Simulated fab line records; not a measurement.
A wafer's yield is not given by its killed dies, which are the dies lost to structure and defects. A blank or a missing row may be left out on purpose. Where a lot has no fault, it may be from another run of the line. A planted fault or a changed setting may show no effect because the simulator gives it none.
The tool behind it: which one? -- flow gf180mcu -- Sampling: 14 lots, 42 wafers, 3 of 602 route steps

WHAT THE GAUGES SHOWED, per wafer
GF_PSD_RS_MEAS_15: uses a four-point probe to measure.
lot,measured,on,PSD_RS (ohm/sq)
L922,day 14 06:23,film metro-02,108.99 109.26 108.82
L923,day 15 04:34,film metro-04,108.40 108.31 108.30
L924,day 15 08:14,film metro-03,108.66 108.43 108.75
L928,day 16 03:01,film metro-02,108.34 108.33 108.27
L927,day 16 03:36,film metro-02,108.35 108.93 108.75
L930,day 16 19:46,film metro-04,108.27 108.29 108.34
L929,day 16 22:24,film metro-02,108.48 108.47 108.19
L931,day 17 04:23,film metro-02,108.68 108.33 108.58
L938,day 19 17:25,film metro-02,108.43 108.10 108.41
L939,day 20 00:20,film metro-02,108.80 108.91 108.72
L940,day 20 14:47,film metro-02,108.02 107.94 108.44
L941,day 21 00:09,film metro-02,108.70 108.64 108.69
L943,day 21 18:55,film metro-03,109.07 108.74 108.89
L944,day 21 20:17,film metro-04,108.28 108.66 107.98

GF_M1_THK_MEAS_06: measures by xrf.
lot,measured,on,M1_ALCU_THK (nm)
L922,day 16 03:59,film metro-02,457 452 456
L923,day 17 04:47,film metro-03,443 446 443
L924,day 17 08:34,film metro-02,449 449 448
L928,day 18 03:49,film metro-04,462 461 451
L927,day 18 04:10,film metro-03,458 460 461
L930,day 18 21:11,film metro-02,453 460 451
L929,day 19 01:19,film metro-02,451 452 446
L931,day 19 06:40,film metro-02,446 442 448
L938,day 21 20:41,film metro-04,450 460 451
L939,day 22 03:38,film metro-02,455 455 458
L940,day 22 17:26,film metro-02,451 447 448
L941,day 23 01:51,film metro-04,471 466 453
L943,day 23 20:03,film metro-04,458 457 464
L944,day 23 20:46,film metro-03,452 465 463

TOOL THAT RAN EACH LOT (tool first, then ch and the chambers of the sampled wafers, then the start)
lot,GF_CONTACT_CVD_02
L922,"pecvd-01 ch 1,2, day 15 03:46"
L923,"pecvd-02 ch 1,2, day 16 03:44"
L924,"pecvd-01 ch 0,1,2, day 16 07:20"
L928,"pecvd-02 ch 0,1,2, day 17 02:26"
L927,"pecvd-01 ch 0,1,2, day 17 03:05"
L930,"pecvd-01 ch 0,1,2, day 17 19:33"
L929,"pecvd-03 ch 1,2, day 17 22:47"
L931,"pecvd-02 ch 1,2, day 18 04:19"
L938,"pecvd-01 ch 0,1,2, day 20 18:07"
L939,"pecvd-02 ch 0,2, day 21 01:10"
L940,"pecvd-03 ch 0,1, day 21 16:22"
L941,"pecvd-03 ch 0,1, day 22 00:30"
L943,"pecvd-01 ch 0,1,2, day 22 18:58"
L944,"pecvd-02 ch 0,1,2, day 22 19:35"
- GF_CONTACT_CVD_02: deposits SiO2 from TEOS, target thk 860 nm, time 95.992 s.

WHAT THE TOOLS THEMSELVES READ (means of the sampled wafers that have a number; where no wafer has one, the mark that the record gives instead)
GF_CONTACT_CVD_02.
lot,tool,heater power w (W)
L922,pecvd-01,721
L923,pecvd-02,739
L924,pecvd-01,778
L928,pecvd-02,840
L927,pecvd-01,732
L930,pecvd-01,709
L929,pecvd-03,607
L931,pecvd-02,717
L938,pecvd-01,716
L939,pecvd-02,777
L940,pecvd-03,672
L941,pecvd-03,675
L943,pecvd-01,734
L944,pecvd-02,870

THE ANSWER, worked out from the rows above alone
Rule: usual is defined by the lots themselves. The widest of any qualifying gaps counts: lots, ordered by their means at a reading, are off when they make up no more than a third of the lots, leave a main group of 4 or more, and stand apart from it by 3 or more times the standard deviation of that group's means. A main group is skipped when, at the precision printed for the reading in the tables above, its means are all equal. Also off: a lot with no number at a reading for which 4 or more lots have one. Any other lot the step has rows for is counted as sound. The gauges are gone through in route order, then the tools' own readings, and for those a lot's mean is taken as printed above. The first step at which some lot is off is used, and at that step the reading that is off furthest; a lot without a number counts as furthest.
No lot is off at any reading shown: from this, nothing can be told.

WHAT THE SIMULATOR PUT IN
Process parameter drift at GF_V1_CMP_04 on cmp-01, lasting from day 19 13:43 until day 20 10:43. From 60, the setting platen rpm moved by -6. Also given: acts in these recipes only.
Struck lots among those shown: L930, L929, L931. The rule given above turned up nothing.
